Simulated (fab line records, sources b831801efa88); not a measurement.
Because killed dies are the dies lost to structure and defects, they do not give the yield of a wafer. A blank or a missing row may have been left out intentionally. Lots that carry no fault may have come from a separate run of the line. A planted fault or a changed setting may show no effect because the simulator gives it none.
fab line records	flow gf180mcu
[record] lots = 7	wafers = 19	lastDay = 33
route steps=602 shown M2@379 V2@382
lots with no fault: from the same line, run without faults
startH: the number of hours between the record's first day and the start of the first shown wafer of the lot	waitH: hours elapsed since this lot's preceding step	" unchanged from the row above	L1.1+2: one row covering several wafers at once	- value missing, or start not given	* or withheld: withheld	< > ~ a bound
route shown NAME@n: NAME is a module with steps in the file, n the number in the route of the first one	usual: the fault-free wafers' mean and standard deviation	same: alike in all rows	chamber/n: place in a boat	sites: per-site readings	_std_site: how widely they spread, as a standard deviation	_edge_site: the outer-site mean with the inner-site mean subtracted	radiusMm: for every site, how far away it sits from the centre of the wafer	mask NAME#n: copy n	behind: tool/chamber where the wafer was last shaped	hold: the reason the lot was held/the length of the hold in hours/how it ended	device: names the non-switching transistor (n, p or np)	end of line: the same wafers' tests at the end of the route	a step given without rows: its recipe and nothing more	killed: count of dies lost to structure and defects at first sort (not the wafer's yield)	map: dies across one wafer; x = killed, . = not, _ = none there
set.NAME: setting as actually run; set.NAME@STEP: the setting as run at that earlier step	model.NAME: the simulator's own value behind a step, which no gauge read
lots at some steps of the route; a table a step, a row a wafer
services: when a tool's chamber went out of use (startH, in hours from the record's first day, below 0 if earlier), for how many hours, and the reason
[[steps]]
[step GF_M2_STRIP_17]
[recipe] chemistry = O2/N2	powerW = 1400	pressureMtorr = 1500	platenTempC = 250	o2FlowSccm = 3000	n2FlowSccm = 300	overashFraction = 0.5
[usual] drypumpMotorCurrentA = 5.6/0.35	heaterPowerW = 329/9.4	oesProductAu = 0.558/0.0048	platenTempC = 249.96/0.18	stripTimeToEndpointS = 7.88/0.049
lot.wafer	tool	chamber	startH	waitH	drypumpMotorCurrentA	heaterPowerW	oesProductAu	platenTempC	rfHoursCounterH	stripTimeToEndpointS
L576.1	plasmaAsher-04	0	437.11	0.1	5.2	332	0.556	250.26	35	7.86
L576.2	"	1	"	"	5.6	336	0.562	249.65	35	7.90
L576.4	"	0	"	"	5.2	332	0.558	249.69	-	7.89
L584.3	plasmaAsher-03	0	517.13	0.1	5.4	331	0.564	250.00	-	7.89
L584.4	"	1	"	"	6.2	339	0.562	250.08	-	7.93
L586.4	plasmaAsher-02	1	529.21	0.1	5.8	307	0.554	249.75	-	7.90
L586.6	"	0	"	"	5.5	323	0.556	250.04	-	7.88
L587.2	plasmaAsher-03	0	540.02	0.1	5.4	324	0.555	249.87	77	7.88
L587.3	"	1	"	"	6.2	331	0.559	250.23	-	7.83
L587.4	"	0	"	"	5.4	332	0.565	249.93	-	7.85
L588.1	plasmaAsher-03	1	542.02	0.1	6.3	325	0.555	249.89	77	7.82
L588.2	"	0	"	"	5.4	335	0.557	250.19	77	7.82
L588.3	"	0	"	"	5.4	334	0.561	250.05	-	7.78
L592.1	plasmaAsher-02	1	579.18	0.2	5.8	307	0.561	249.88	13	7.94
L592.3	"	1	"	"	5.9	303	0.558	249.85	-	7.94
L592.6	"	1	"	"	5.8	321	0.558	249.82	-	7.96
L594.4	plasmaAsher-04	1	592.36	0.1	5.6	343	0.549	249.80	-	7.89
L594.5	"	1	"	"	5.6	338	0.560	249.71	-	7.80
L594.6	"	0	"	"	5.2	322	0.557	250.06	-	7.81
[step GF_M2_STRIP_18]
[recipe] chemistry = postEtchResidueRemover	timeS = 1200	tempC = 72.5
[step GF_M2_CLEAN_19]
[recipe] chemistry = DIW	dry = n2Spin
[step GF_V2_CVD_00]
[recipe] material = SiO2	targetThkNm = 600	sigmaOpenFrac = 0.3	tempC = 400	timeS = 100	sih4FlowSccm = 60	pressureMtorr = 6
[step GF_V2_THK_MEAS_01]
[recipe] reads = SiO2_of_V2_CVD_00
[usual] V2_CVD_00_THK = 598/7.2
lot.wafer	tool	chamber	startH	waitH	V2_CVD_00_THK[nm]
L576.1	filmMetro-04	-	437.72	0.0	606
L576.2	"	-	"	"	593
L576.4	"	-	"	"	586
L584.3	filmMetro-02	-	517.73	0.1	597
L584.4	"	-	"	"	606
L586.4	filmMetro-04	-	529.91	0.0	594
L586.6	"	-	"	"	589
L587.2	filmMetro-02	-	540.63	0.0	594
L587.3	"	-	"	"	591
L587.4	"	-	"	"	592
L588.1	filmMetro-02	-	542.63	0.0	587
L588.2	"	-	"	"	585
L588.3	"	-	"	"	596
L592.1	filmMetro-04	-	579.79	0.0	603
L592.3	"	-	"	"	599
L592.6	"	-	"	"	603
L594.4	filmMetro-03	-	592.96	0.0	607
L594.5	"	-	"	"	599
L594.6	"	-	"	"	601
[step GF_V2_CVD_02]
[recipe] material = SiO2	targetThkNm = 850	precursor = TEOS	tempC = 400	timeS = 94.851	rfW = 600
[usual] heaterPowerW = 597/160
[same] timeS = 94.851
lot.wafer	tool	chamber	startH	waitH	heaterPowerW
L576.1	pecvd-03	1	437.78	0.1	558
L576.2	"	0	"	"	939
L576.4	"	1	"	"	591
L584.3	pecvd-02	2	517.77	0.0	578
L584.4	"	1	"	"	722
L586.4	pecvd-04	1	529.98	0.1	495
L586.6	"	0	"	"	552
L587.2	pecvd-04	2	540.68	0.0	620
L587.3	"	0	"	"	542
L587.4	"	0	"	"	577
L588.1	pecvd-02	2	542.69	0.1	596
L588.2	"	0	"	"	331
L588.3	"	1	"	"	639
L592.1	pecvd-04	2	579.85	0.1	644
L592.3	"	0	"	"	573
L592.6	"	0	"	"	443
L594.4	pecvd-03	2	593.02	0.1	843
L594.5	"	0	"	"	926
L594.6	"	1	"	"	527
[step GF_V2_THK_MEAS_03]
[recipe] reads = SiO2_of_V2_CVD_02
[usual] V2_CVD_02_THK = 852/13
lot.wafer	tool	chamber	startH	waitH	V2_CVD_02_THK[nm]
L576.1	filmMetro-03	-	437.85	0.0	834
L576.2	"	-	"	"	836
L576.4	"	-	"	"	853
L584.3	filmMetro-03	-	517.91	0.1	841
L584.4	"	-	"	"	855
L586.4	filmMetro-03	-	530.04	0.0	866
L586.6	"	-	"	"	861
L587.2	filmMetro-04	-	540.76	0.0	846
L587.3	"	-	"	"	841
L587.4	"	-	"	"	858
L588.1	filmMetro-03	-	542.76	0.0	844
L588.2	"	-	"	"	844
L588.3	"	-	"	"	838
L592.1	filmMetro-02	-	579.92	0.0	859
L592.3	"	-	"	"	870
L592.6	"	-	"	"	882
L594.4	filmMetro-04	-	593.09	0.0	856
L594.5	"	-	"	"	855
L594.6	"	-	"	"	850
[step GF_V2_CMP_04]
[recipe] material = SiO2	downForcePsi = 4	platenRpm = 60	padVelocityMS = 0.94248
[usual] motorCurrentA = 12.0/1.3	slurryFilterDpKPa = 13.50/0.12	slurryFlowMlMin = 150.0/0.44	timeToEndpointS = 82/6.1
lot.wafer	tool	chamber	startH	waitH	motorCurrentA	slurryFilterDpKPa	slurryFlowMlMin	timeToEndpointS
L576.4	cmp-01	1	437.91	0.0	11.1	13.37	150.2	85
L576.1	"	2	"	"	10.4	13.51	149.8	77
L576.2	"	0	"	"	11.6	13.47	150.4	82
L584.3	cmp-01	0	518.00	0.1	10.9	13.54	149.9	78
L584.4	"	1	"	"	11.4	13.52	150.8	83
L586.4	cmp-02	1	530.12	0.1	11.3	13.36	149.4	84
L586.6	"	1	"	"	11.8	13.59	149.7	86
L587.4	cmp-01	1	540.86	0.1	10.9	13.55	150.4	85
L587.2	"	2	"	"	11.2	13.63	150.6	79
L587.3	"	3	"	"	14.7	13.65	150.0	75
L588.1	cmp-01	2	542.99	0.2	11.1	13.33	150.1	83
L588.2	"	3	"	"	13.5	13.57	150.5	80
L588.3	"	0	"	"	10.7	13.63	151.8	77
L592.3	cmp-01	0	579.98	0.0	11.5	13.47	149.4	89
L592.1	"	3	"	"	14.1	13.73	150.5	83
L592.6	"	1	"	"	11.6	13.44	149.8	94
L594.4	cmp-02	0	593.12	0.0	13.9	13.55	150.3	81
L594.5	"	0	"	"	14.7	13.47	150.5	83
L594.6	"	1	"	"	10.8	13.58	149.8	80
[step GF_V2_BOW_MEAS_05]
[recipe] mode = bow
[usual] V2_BOW = 100/8.7
lot.wafer	tool	chamber	startH	waitH	V2_BOW[um]
L576.1	filmMetro-04	-	438.21	0.2	87
L576.2	"	-	"	"	105
L576.4	"	-	"	"	92
L584.3	filmMetro-02	-	518.29	0.2	100
L584.4	"	-	"	"	106
L586.4	filmMetro-04	-	530.43	0.3	105
L586.6	"	-	"	"	107
L587.2	filmMetro-02	-	541.13	0.2	111
L587.3	"	-	"	"	106
L587.4	"	-	"	"	105
L588.1	filmMetro-02	-	543.24	0.2	101
L588.2	"	-	"	"	104
L588.3	"	-	"	"	100
L592.1	filmMetro-04	-	580.28	0.1	107
L592.3	"	-	"	"	99
L592.6	"	-	"	"	98
L594.4	filmMetro-04	-	593.48	0.3	98
L594.5	"	-	"	"	89
L594.6	"	-	"	"	106
[step GF_V2_DEHYDRATE_06]
[recipe] tempC = 200	timeS = 60
[step GF_V2_HMDS_07]
[recipe] primeTimeS = 60	primeTempC = 120
[step GF_V2_COAT_08]
[recipe] resist = BARC	tempC = withheld	timeS = withheld	spinRpm = withheld	resistThkNm = withheld
[step GF_V2_COAT_09]
[recipe] resist = KrF	spinRpm = withheld	resistThkNm = 1000
lot.wafer	tool	chamber	startH	waitH	model.KrF_of_V2_COAT_09.thkNm
L576.1	lithoTrack-01	0	450	-	999
L576.2+4	"	0	"	"	1001
L584.3	lithoTrack-01	0	529	-	1003
L584.4	"	0	"	"	880.9
L586.4	lithoTrack-01	0	541	-	883.7
L586.6	"	0	"	"	1001
L587.2	lithoTrack-01	0	552	-	1002
L587.3	"	0	"	"	1006
L587.4	"	0	"	"	887.4
L588.1+3	lithoTrack-02	0	553	-	1003
L588.2	"	0	"	"	1002
L592.1	lithoTrack-04	0	590	-	997.9
L592.3	"	0	"	"	996.9
L592.6	"	0	"	"	1003
L594.4	lithoTrack-02	0	604	-	996.9
L594.5	"	0	"	"	999.7
L594.6	"	0	"	"	1002
[step GF_V2_SOFTBAKE_10]
[recipe] tempC = 130	timeS = 60	resist = KrF
[step GF_V2_EXPOSE_11]
[recipe] maskId = Via2	targetCdNm = 260	na = 0.68	sourceShape = conventional	sigmaOuter = 0.6	doseMj = 38
[step GF_V2_PEB_12]
[recipe] pebTempC = 135	pebTimeS = 90	resist = KrF
[step GF_V2_DEVELOP_13]
[recipe] developTimeS = 60	resist = KrF	devTempC = 21
lot.wafer	tool	chamber	startH	waitH	model.KrF_of_V2_COAT_09.thkNm
L576.1	lithoTrack-02	0	462.61	0.2	984.1
L576.2	"	0	"	"	986.1
L576.4	"	0	"	"	986.3
L584.3	lithoTrack-02	0	541.31	0.1	988
L584.4	"	0	"	"	865.9
L586.4	lithoTrack-02	0	552.68	0.1	868.8
L586.6	"	0	"	"	985.8
L587.2	lithoTrack-04	0	563.69	0.2	987.4
L587.3	"	0	"	"	990.6
L587.4	"	0	"	"	872.4
L588.1	lithoTrack-04	0	565.56	0.2	988.1
L588.2	"	0	"	"	986.8
L588.3	"	0	"	"	988
L592.1	lithoTrack-01	0	601.15	0.2	983
L592.3	"	0	"	"	982
L592.6	"	0	"	"	987.6
L594.4	lithoTrack-04	0	614.14	0.1	981.9
L594.5	"	0	"	"	984.7
L594.6	"	0	"	"	986.8
[step GF_V2_CD_MEAS_14]
[recipe] targetCdNm = 260
[usual] cdNm = 259.9/1.2
lot.wafer	tool	chamber	startH	waitH	cdNm
L576.1	cdSem-01	-	462.76	0.1	260.7
L576.2	"	-	"	"	260.2
L576.4	"	-	"	"	260.4
L584.3	cdSem-02	-	541.45	0.1	259.5
L584.4	"	-	"	"	264.8
L586.4	cdSem-01	-	552.82	0.1	267.1
L586.6	"	-	"	"	261.9
L587.2	cdSem-01	-	563.83	0.1	259.6
L587.3	"	-	"	"	258.7
L587.4	"	-	"	"	264.6
L588.1	cdSem-01	-	565.71	0.1	261.8
L588.2	"	-	"	"	261.6
L588.3	"	-	"	"	261.5
L592.1	cdSem-02	-	601.30	0.1	260.8
L592.3	"	-	"	"	262.5
L592.6	"	-	"	"	261.0
L594.4	cdSem-01	-	614.27	0.1	259.1
L594.5	"	-	"	"	258.8
L594.6	"	-	"	"	257.9
[step GF_V2_OVL_MEAS_15]
[usual] V2_OVL = 0/6.5
lot.wafer	tool	chamber	startH	waitH	V2_OVL[nm]
L576.1	overlay-02	-	462.88	0.1	-3
L576.2	"	-	"	"	4
L576.4	"	-	"	"	-6
L584.3	overlay-02	-	541.54	0.1	10
L584.4	"	-	"	"	-3
L586.4	overlay-02	-	552.89	0.1	12
L586.6	"	-	"	"	8
L587.2	overlay-01	-	563.94	0.1	5
L587.3	"	-	"	"	-7
L587.4	"	-	"	"	7
L588.1	overlay-01	-	565.83	0.1	-6
L588.2	"	-	"	"	4
L588.3	"	-	"	"	-2
L592.1	overlay-01	-	601.42	0.1	0
L592.3	"	-	"	"	2
L592.6	"	-	"	"	-8
L594.4	overlay-01	-	614.35	0.1	2
L594.5	"	-	"	"	-3
L594.6	"	-	"	"	-6
[step GF_V2_ETCH_16]
[recipe] chemistry = N2/H2	targetDepthA = withheld	overetchA = withheld	timeS = withheld	target = BARC	ionEnergyEv = 200	sourceW = 500	biasW = 100	pressureMtorr = 30	n2FlowSccm = 100	h2FlowSccm = 200
[usual] drypumpMotorCurrentA = 5.9/0.46	h2FlowSccm = 199.9/0.64	oesProductAu = 0.854/0.0051	throttleValvePct = 13.225/0.0088
lot.wafer	tool	chamber	startH	waitH	drypumpMotorCurrentA	h2FlowSccm	oesProductAu	throttleValvePct	model.V2.cdNm
L576.1	rieDiel-04	1	462.91	0.0	6.7	199.3	0.852	13.237	260.7
L576.2	"	3	"	"	6.0	199.6	0.849	13.219	260.6
L576.4	"	0	"	"	6.1	200.0	0.844	13.239	259.9
L584.3	rieDiel-01	0	541.56	0.0	5.3	199.9	0.855	13.215	260
L584.4	"	1	"	"	5.9	200.2	0.854	13.232	263.2
L586.4	rieDiel-04	0	552.91	0.0	6.1	200.1	0.854	13.214	265.6
L586.6	"	0	"	"	6.1	200.4	0.850	13.226	260
L587.2	rieDiel-01	0	563.97	0.0	5.3	199.2	0.856	13.204	260.9
L587.3	"	3	"	"	5.8	200.1	0.856	13.232	258.5
L587.4	"	2	"	"	6.4	199.6	0.860	13.223	263.8
L588.1	rieDiel-04	1	565.87	0.0	6.7	199.8	0.849	13.221	262.1
L588.2	"	2	"	"	5.1	200.3	0.855	13.232	263.4
L588.3	"	0	"	"	6.1	200.1	0.844	13.230	259.8
L592.1	rieDiel-01	3	601.46	0.0	5.8	198.4	0.853	13.214	260.4
L592.3	"	2	"	"	6.5	199.9	0.857	13.223	260.8
L592.6	"	3	"	"	5.7	198.3	0.852	13.223	260.3
L594.4	rieDiel-02	3	614.37	0.0	5.6	199.4	0.854	13.219	259
L594.5	"	3	"	"	5.6	200.4	0.858	13.235	259.2
L594.6	"	0	"	"	6.1	199.4	0.854	13.230	257.8
[step GF_V2_ETCH_17]
[recipe] chemistry = C4F8/O2/Ar	maskMaterial = KrF	target = SiO2	stopOn = TiN	sourceW = 1500	biasW = 1200	pressureMtorr = 40	c4f8FlowSccm = withheld	O2_flow_sccm = 6	Ar_flow_sccm = 300	timeS = withheld	targetDepthA = 6300
[usual] oesProductAu = 0.856/0.0044
lot.wafer	tool	chamber	startH	waitH	oesProductAu	model.V2.cdNm
L576.1	rieDiel-04	1	-	-	0.853	260.8
L576.2	"	3	"	"	0.860	261.7
L576.4	"	0	"	"	0.852	260.3
L584.3	rieDiel-01	0	-	-	0.863	259.6
L584.4	"	1	"	"	0.851	263.5
L586.4	rieDiel-04	0	-	-	0.855	266
L586.6	"	0	"	"	0.849	260.2
L587.2	rieDiel-01	0	-	-	0.855	260.9
L587.3	"	3	"	"	0.854	258.5
L587.4	"	2	"	"	0.859	263.5
L588.1	rieDiel-04	1	-	-	0.859	261.8
L588.2	"	2	"	"	0.859	262.9
L588.3	"	0	"	"	0.860	260.1
L592.1	rieDiel-01	3	-	-	0.856	260.7
L592.3	"	2	"	"	0.851	260.6
L592.6	"	3	"	"	0.851	260.6
L594.4	rieDiel-02	3	-	-	0.853	259.3
L594.5	"	3	"	"	0.854	259.8
L594.6	"	0	"	"	0.868	258.2
[step GF_V2_STRIP_18]
[recipe] chemistry = O2/N2	powerW = 1400	pressureMtorr = 1500	platenTempC = 250	o2FlowSccm = 3000	n2FlowSccm = 300	overashFraction = 0.5
[usual] drypumpMotorCurrentA = 5.48/0.19	heaterPowerW = 323/11	oesProductAu = 0.593/0.0051	platenTempC = 250.01/0.2
lot.wafer	tool	chamber	startH	waitH	drypumpMotorCurrentA	heaterPowerW	oesProductAu	platenTempC	rfHoursCounterH
L576.1	plasmaAsher-01	0	463.04	-	5.51	319	0.582	249.95	86
L576.2	"	1	"	"	5.32	331	0.593	250.08	86
L576.4	"	1	"	"	5.31	331	0.589	249.85	-
L584.3	plasmaAsher-04	0	541.72	-	5.21	331	0.592	250.02	-
L584.4	"	1	"	"	5.60	339	0.549	250.06	-
L586.4	plasmaAsher-02	0	553.07	-	5.55	328	0.546	250.29	-
L586.6	"	1	"	"	5.86	303	0.589	250.10	-
L587.2	plasmaAsher-02	1	564.10	-	5.85	309	0.597	250.10	11
L587.3	"	1	"	"	5.86	311	0.596	250.36	-
L587.4	"	0	"	"	5.51	328	0.540	249.85	-
L588.1	plasmaAsher-02	0	566.00	-	5.50	319	0.588	250.10	12
L588.2	"	1	"	"	5.84	304	0.603	249.68	12
L588.3	"	0	"	"	5.51	327	0.596	250.24	-
L592.1	plasmaAsher-01	0	601.59	-	5.54	315	0.592	249.96	102
L592.3	"	1	"	"	5.32	320	0.591	249.82	-
L592.6	"	1	"	"	5.34	330	0.596	250.03	-
L594.4	plasmaAsher-04	0	614.53	-	5.19	330	0.589	250.17	-
L594.5	"	0	"	"	5.20	328	0.594	249.96	-
L594.6	"	1	"	"	5.59	334	0.595	250.06	-
[step GF_V2_STRIP_19]
[recipe] chemistry = postEtchResidueRemover	timeS = 1200	tempC = 72.5
[[services]]
tool	chamber	startH	hours	kind
rieDiel-02	0	422.79	16.2	repair
plasmaAsher-02	-	428.87	9.0	pm
cmp-02	-	430.34	1.1	repair
pecvd-03	0	431.65	3.7	repair
rieDiel-04	1	447.56	6.1	repair
rieDiel-04	-	470.57	14.6	pm
plasmaAsher-02	-	474.19	3.1	repair
rieDiel-01	1	476.92	1.5	repair
rieDiel-01	-	476.98	0.7	repair
cmp-01	-	477.91	0.9	repair
rieDiel-04	2	488.63	9.1	repair
plasmaAsher-02	-	519.90	7.4	repair
plasmaAsher-04	-	523.97	1.6	repair
plasmaAsher-01	-	530.68	2.8	pm
rieDiel-01	3	542.76	3.3	repair
plasmaAsher-02	-	556.33	2.8	pm
pecvd-03	-	559.60	5.5	pm
cmp-01	-	565.85	0.8	repair
cmp-01	-	572.18	4.0	pm
rieDiel-01	0	575.98	15.7	repair
plasmaAsher-03	-	577.25	18.3	repair
pecvd-04	-	589.82	1.1	repair
rieDiel-01	0	593.46	12.1	repair
rieDiel-01	1	608.02	3.5	repair
[[key]]
[firstSign] step = GF_V2_CD_MEAS_14	reading = cdNm	direction = up	sigmas = 4.6	usual = 259.9	struck = 265.5
[effect] step = GF_V2_STRIP_18	reading = oesProductAu	direction = down	sigmas = 9.5	usual = 0.593	struck = 0.545
[modelEffect] step = GF_V2_COAT_09	value = KrF_of_V2_COAT_09.thkNm	without = 1002	struck = 884
[modelEffect] step = GF_V2_DEVELOP_13	value = KrF_of_V2_COAT_09.thkNm	without = 987.2	struck = 869
[modelEffect] step = GF_V2_ETCH_16	value = V2.cdNm	without = 259.3	struck = 264.2
[modelEffect] step = GF_V2_ETCH_17	value = V2.cdNm	without = 259.4	struck = 264.3
metAt GF_V2_COAT_09
struckWafers L584.4,L586.4,L587.4
sortLeftOut L584.4
onsetBetween 450 529
[fault] kind = processParameterDrift	tool = lithoTrack-01	chamber = -	onsetH = 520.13	steps = GF_V2_COAT_09	channel = resistThkNm	offset = *	shape = step	endH = 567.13	scope = struckWafersOnly	actsIn = *	stated = *
// sortLeftOut: the simulated sort isn't trusted on such a fault, so these wafers' sort isn't shown, and their yield isn't known
